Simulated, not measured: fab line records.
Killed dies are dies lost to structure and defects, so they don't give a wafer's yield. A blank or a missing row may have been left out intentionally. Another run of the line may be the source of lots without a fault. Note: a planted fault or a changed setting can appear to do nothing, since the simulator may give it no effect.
fab line records | flow gf180mcu
record: lots: 13 wafers: 39 last_day: 34
route steps=602 shown NWELL@52 MVPSD@82 V1@337
lots untouched by any fault: they come from a run of this same line in which no faults occurred
start_h: hours from the record's opening day to when the first of the lot's shown wafers began | wait_h: hours from the lot's prior step to this one | " repeats the value in the row above | L1.1+2: a single row standing in for several wafers | - no value, or no start given | * or withheld: withheld | < > ~ a bound
route shown NAME@n: NAME is a module with steps in the file, n the number in the route of the first one | usual: mean/standard deviation of fault-free wafers | same: alike in all rows | chamber/n: place in a boat | sites: readings site by site | _std_site: the standard deviation of these | _edge_site: mean of outer sites minus mean of inner sites | radius_mm: for every site, how far away it sits from the centre of the wafer | mask NAME#n: copy n | behind: the last tool/chamber to shape the wafer | hold: why the lot was held/for how many hours/how that ended | device: which transistor (n, p or np) failed to switch | end of line: tests run on the same wafers once the route is complete | where a step has no rows: the recipe by itself | killed: not the wafer's yield, but the dies lost to structure and defects at the first sort | map: dies across one wafer; x = killed, . = not, _ = none there
set.NAME: the setting the step ran with; set.NAME@STEP: the setting that earlier step ran with | model.NAME: the simulator's own value behind a step, which no gauge read
a sample of lots followed through the steps of the route, with each step as a table and each wafer as a row
services: a tool's chamber out of use, with start hour (start_h, from the record's first day; less than 0 if before it), hours out, and reason
== steps ==
step: GF_NWELL_STRIP_10
recipe: chemistry: O2/N2 power_w: 1400 pressure_mtorr: 1500 platen_temp_c: 250 o2_flow_sccm: 3000 n2_flow_sccm: 300 overash_fraction: 0.5
usual: drypump_motor_current_A: 5.5/0.32 heater_power_w: 351/29 oes_product_au: 0.723/0.0041 platen_temp_c: 249.98/0.19 strip_time_to_endpoint_s: 36.96/0.11
same: overash_fraction: 0.5
columns lot.wafer tool chamber start_h wait_h drypump_motor_current_A heater_power_w oes_product_au platen_temp_c rf_hours_counter_h strip_time_to_endpoint_s
L867.4 plasma_asher-01 0 60.50 0.1 5.4 352 0.727 249.85 - 37.13
L867.5 " 0 " " 5.3 360 0.726 250.13 - 37.06
L867.6 " 1 " " 5.4 308 0.722 250.14 - 37.06
L868.1 plasma_asher-02 1 66.48 0.1 5.6 364 0.723 249.99 43 36.81
L868.2 " 0 " " 6.1 338 0.719 250.14 43 36.78
L868.6 " 1 " " 5.6 363 0.724 249.78 - 36.75
L869.1 plasma_asher-01 1 71.75 0.1 5.4 302 0.722 249.67 27 37.02
L869.2 " 0 " " 5.3 363 0.726 250.37 27 37.07
L869.4 " 1 " " 5.4 306 0.725 249.97 - 37.11
L871.2 plasma_asher-01 0 81.48 0.1 5.4 367 0.720 249.96 28 36.98
L871.3 " 1 " " 5.4 313 0.722 250.28 - 36.96
L871.5 " 0 " " 5.4 349 0.725 249.92 - 36.89
L872.3 plasma_asher-03 0 88.51 0.1 5.1 408 0.727 249.96 - 37.04
L872.4 " 1 " " 5.9 363 0.727 250.09 - 37.01
L872.6 " 1 " " 6.0 364 0.724 250.56 - 37.14
L873.1 plasma_asher-01 0 93.33 0.1 5.4 352 0.728 249.81 30 36.68
L873.4 " 0 " " 5.3 358 0.723 249.83 - 36.67
L873.6 " 1 " " 5.4 305 0.735 250.07 - 36.80
L875.3 plasma_asher-03 0 103.46 0.1 5.1 390 0.726 250.06 - 36.76
L875.5 " 1 " " 6.0 365 0.722 249.84 - 36.86
L875.6 " 0 " " 5.1 397 0.727 250.10 - 36.85
L876.2 plasma_asher-01 0 109.60 0.1 5.3 355 0.722 250.02 31 36.82
L876.4 " 1 " " 5.4 305 0.718 249.81 - 36.92
L876.5 " 0 " " 5.4 365 0.723 249.83 - 36.91
L878.2 plasma_asher-03 0 120.03 0.1 5.1 394 0.719 250.31 0 36.93
L878.5 " 0 " " 5.1 408 0.716 250.44 - 36.98
L878.6 " 1 " " 5.9 361 0.716 250.05 - 36.92
L882.1 plasma_asher-02 1 143.12 0.1 5.5 356 0.719 249.85 50 37.07
L882.2 " 0 " " 6.0 332 0.726 249.87 50 37.14
L882.3 " 1 " " 5.6 360 0.720 250.11 - 37.23
L883.2 plasma_asher-02 1 147.60 0.1 5.6 362 0.722 249.89 51 36.94
L883.3 " 0 " " 6.0 339 0.727 250.16 - 37.02
L883.6 " 0 " " 6.0 334 0.725 250.19 - 36.92
L884.1 plasma_asher-01 0 154.72 0.1 5.4 356 0.717 249.80 37 36.84
L884.2 " 1 " " 5.4 305 0.726 250.04 37 37.04
L884.5 " 0 " " 5.4 365 0.727 249.89 - 37.01
L889.4 plasma_asher-01 1 182.49 0.1 5.4 306 0.723 249.53 - 36.92
L889.5 " 0 " " 5.4 358 0.719 249.84 - 36.95
L889.6 " 1 " " 5.3 306 0.717 249.93 - 37.02
step: GF_MVPSD_EXPOSE_04
recipe: mask_id: MVPSD target_cd_nm: 1000 na: 0.6 source_shape: conventional sigma_outer: 0.6 dose_mj: 260
usual: focus_offset_nm: -0.2/0.48
same: na: 0.6
columns lot.wafer tool chamber start_h wait_h mask focus_offset_nm
L867.4 iline_stepper-01 0 95.11 - MVPSD#0 -0.5
L867.5 " 0 " " MVPSD#0 0.1
L867.6 " 0 " " MVPSD#0 0.7
L868.1 iline_stepper-01 0 99.55 - MVPSD#0 0.4
L868.2 " 0 " " MVPSD#0 0.4
L868.6 " 0 " " MVPSD#0 -0.5
L869.1 iline_stepper-01 0 106.47 - MVPSD#0 0.5
L869.2 " 0 " " MVPSD#0 -0.3
L869.4 " 0 " " MVPSD#0 0.5
L871.2 iline_stepper-01 0 117.54 - MVPSD#0 -0.4
L871.3 " 0 " " MVPSD#0 -0.2
L871.5 " 0 " " MVPSD#0 0.1
L872.3 iline_stepper-02 0 125.13 - MVPSD#0 -0.5
L872.4 " 0 " " MVPSD#0 -0.7
L872.6 " 0 " " MVPSD#0 -0.6
L873.1 iline_stepper-02 0 129.48 - MVPSD#0 -0.5
L873.4 " 0 " " MVPSD#0 -0.3
L873.6 " 0 " " MVPSD#0 -0.6
L875.3 iline_stepper-02 0 141.60 - MVPSD#0 0.3
L875.5 " 0 " " MVPSD#0 0.0
L875.6 " 0 " " MVPSD#0 0.7
L876.2 iline_stepper-02 0 146.51 - MVPSD#0 -0.6
L876.4 " 0 " " MVPSD#0 -0.7
L876.5 " 0 " " MVPSD#0 -0.4
L878.2 iline_stepper-02 0 159.23 - MVPSD#0 -0.8
L878.5 " 0 " " MVPSD#0 0.2
L878.6 " 0 " " MVPSD#0 0.4
L882.1 iline_stepper-01 0 183.50 - MVPSD_R1#0 0.2
L882.2 " 0 " " MVPSD_R1#0 0.0
L882.3 " 0 " " MVPSD_R1#0 0.5
L883.2 iline_stepper-02 0 187.97 - MVPSD#0 -0.2
L883.3 " 0 " " MVPSD#0 -0.7
L883.6 " 0 " " MVPSD#0 0.9
L884.1 iline_stepper-01 0 195.82 - MVPSD#0 -0.3
L884.2 " 0 " " MVPSD#0 -0.2
L884.5 " 0 " " MVPSD#0 -0.6
L889.4 iline_stepper-01 0 225.90 - MVPSD#0 0.4
L889.5 " 0 " " MVPSD#0 0.1
L889.6 " 0 " " MVPSD#0 -0.5
step: GF_V1_CVD_02
recipe: material: SiO2 target_thk_nm: 850 precursor: TEOS temp_c: 400 time_s: 94.851 rf_w: 600
usual: heater_power_w: 609/82 susceptor_temp_C: 400.04/0.22
columns lot.wafer tool chamber start_h wait_h heater_power_w susceptor_temp_C
L867.4 pecvd-04 2 393.82 0.1 529 399.94
L867.5 " 0 " " 694 399.93
L867.6 " 1 " " 469 400.20
L868.1 pecvd-03 0 404.48 0.1 727 400.08
L868.2 " 1 " " 774 399.73
L868.6 " 0 " " 611 400.03
L869.1 pecvd-02 2 420.22 0.1 520 399.73
L869.2 " 0 " " 610 399.96
L869.4 " 2 " " 421 400.23
L871.2 pecvd-04 0 428.70 0.0 660 400.14
L871.3 " 0 " " 670 399.75
L871.5 " 1 " " 456 399.92
L872.3 pecvd-04 0 439.63 0.1 644 400.08
L872.4 " 1 " " 455 400.07
L872.6 " 1 " " 521 400.29
L873.1 pecvd-02 0 451.43 0.1 552 399.91
L873.4 " 1 " " 529 400.25
L873.6 " 2 " " 509 399.86
L875.3 pecvd-02 1 467.25 0.0 568 400.24
L875.5 " 1 " " 615 400.36
L875.6 " 2 " " 548 400.06
L876.2 pecvd-02 0 475.99 0.0 609 399.83
L876.4 " 0 " " 631 400.20
L876.5 " 2 " " 561 399.99
L878.2 pecvd-02 0 490.00 0.0 609 400.14
L878.5 " 0 " " 618 400.26
L878.6 " 1 " " 659 400.00
L882.1 pecvd-04 1 531.19 0.1 576 399.92
L882.2 " 0 " " 638 399.80
L882.3 " 2 " " 556 399.69
L883.2 pecvd-03 2 531.29 0.0 636 399.98
L883.3 " 0 " " 648 400.20
L883.6 " 1 " " 737 399.93
L884.1 pecvd-04 2 543.36 0.1 666 400.11
L884.2 " 0 " " 663 399.92
L884.5 " 0 " " 698 399.68
L889.4 pecvd-02 0 581.30 0.1 528 399.86
L889.5 " 2 " " 436 399.92
L889.6 " 1 " " 505 400.06
step: GF_V1_STRIP_18
recipe: chemistry: O2/N2 power_w: 1400 pressure_mtorr: 1500 platen_temp_c: 250 o2_flow_sccm: 3000 n2_flow_sccm: 300 overash_fraction: 0.5
usual: drypump_motor_current_A: 5.7/0.42 heater_power_w: 362/29 oes_product_au: 0.592/0.0049 platen_temp_c: 249.97/0.19
same: overash_fraction: 0.5
columns lot.wafer tool chamber start_h wait_h drypump_motor_current_A heater_power_w oes_product_au platen_temp_c rf_hours_counter_h
L867.4 plasma_asher-04 1 418.30 - 6.1 327 0.601 249.93 -
L867.5 " 0 " " 6.0 341 0.593 249.90 -
L867.6 " 1 " " 6.1 332 0.592 249.79 -
L868.1 plasma_asher-03 1 429.62 - 5.9 360 0.596 250.08 34
L868.2 " 0 " " 5.1 395 0.595 249.84 34
L868.6 " 1 " " 5.9 361 0.595 249.85 -
L869.1 plasma_asher-03 0 445.67 - 5.1 398 0.594 249.83 35
L869.2 " 1 " " 6.0 357 0.598 250.08 35
L869.4 " 1 " " 5.9 357 0.583 249.94 -
L871.2 plasma_asher-03 1 453.96 - 5.9 351 0.594 250.02 36
L871.3 " 1 " " 6.0 359 0.584 249.97 -
L871.5 " 1 " " 6.0 364 0.596 249.53 -
L872.3 plasma_asher-04 1 465.19 - 6.1 332 0.588 249.88 -
L872.4 " 0 " " 6.0 343 0.590 249.67 -
L872.6 " 1 " " 6.1 336 0.594 249.91 -
L873.1 plasma_asher-04 1 476.30 - 6.0 328 0.594 249.99 83
L873.4 " 0 " " 5.9 340 0.594 249.81 -
L873.6 " 1 " " 6.1 328 0.593 249.71 -
L875.3 plasma_asher-03 0 491.51 - 5.1 385 0.585 250.26 -
L875.5 " 1 " " 5.9 356 0.598 250.00 -
L875.6 " 0 " " 5.1 403 0.593 250.45 -
L876.2 plasma_asher-03 0 500.47 - 5.1 404 0.579 249.88 41
L876.4 " 0 " " 5.1 395 0.594 249.74 -
L876.5 " 0 " " 5.1 401 0.595 249.91 -
L878.2 plasma_asher-03 1 514.67 - 6.0 362 0.588 249.93 43
L878.5 " 0 " " 5.1 404 0.592 250.08 -
L878.6 " 1 " " 5.9 365 0.592 250.01 -
L882.1 plasma_asher-03 0 554.20 - 5.0 407 0.597 250.45 47
L882.2 " 1 " " 5.9 358 0.593 249.84 47
L882.3 " 1 " " 6.0 365 0.590 249.60 -
L883.2 plasma_asher-01 0 555.25 - 5.4 357 0.592 249.68 75
L883.3 " 1 " " 5.4 309 0.592 250.07 -
L883.6 " 1 " " 5.4 311 0.600 249.91 -
L884.1 plasma_asher-04 1 566.02 - 6.1 331 0.595 249.80 92
L884.2 " 0 " " 6.0 336 0.589 250.27 92
L884.5 " 0 " " 6.0 343 0.595 250.30 -
L889.4 plasma_asher-04 1 603.14 - 6.1 328 0.589 249.67 -
L889.5 " 1 " " 6.1 325 0.587 250.09 -
L889.6 " 0 " " 6.0 337 0.601 249.76 -
== services ==
columns tool chamber start_h hours kind
iline_stepper-02 - 40.28 2.1 pm
pecvd-02 - 51.64 6.0 pm
iline_stepper-02 - 52.10 1.7 pm
pecvd-02 - 74.78 2.6 repair
iline_stepper-01 - 87.13 1.7 pm
iline_stepper-02 - 104.83 2.2 repair
plasma_asher-03 - 108.75 9.0 pm
iline_stepper-02 - 113.67 4.4 pm
iline_stepper-01 - 230.56 4.4 pm
iline_stepper-02 - 249.00 2.2 repair
plasma_asher-01 - 262.56 20.5 repair
plasma_asher-03 - 268.91 1.4 repair
iline_stepper-02 - 270.28 1.7 pm
plasma_asher-03 - 271.78 0.7 repair
iline_stepper-01 - 305.27 1.7 pm
pecvd-02 - 332.36 0.4 repair
pecvd-02 1 342.31 23.4 repair
plasma_asher-01 - 371.37 14.6 pm
plasma_asher-01 - 411.43 8.2 repair
iline_stepper-01 - 444.46 8.9 pm
plasma_asher-01 - 514.57 12.3 repair
plasma_asher-01 - 520.23 1.0 repair
iline_stepper-01 - 523.45 1.7 pm
plasma_asher-03 - 564.79 24.4 repair
== key ==
first_sign: step: GF_MVPSD_EXPOSE_04 reading: mask direction: changed
effect none on later readings
met_at GF_MVPSD_EXPOSE_04
struck_lots L882
sort_left_out L882.1,L882.2,L882.3
tester_left_out L882
not_acting_at GF_NWELL_STRIP_10,GF_V1_CVD_02,GF_V1_STRIP_18
onset_between 117.54 183.50
fault: kind: wrong_mask tool: any chamber: - onset_h: 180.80 steps: GF_MVPSD_EXPOSE_04 aux_copy: MVPSD_R1#0 cd_offset_nm: -200 scope: struck_lots_only
tester_left_out: of these lots the tester's yield and bins aren't shown, on N5 and GAA mostly nor the transistor test; their killed dies are dies lost to structure and defects alone, not to doping, threshold or leakage, so they don't give the yield
sort_left_out: the simulated sort isn't trusted on such a fault, so these wafers' sort isn't shown, and their yield isn't known
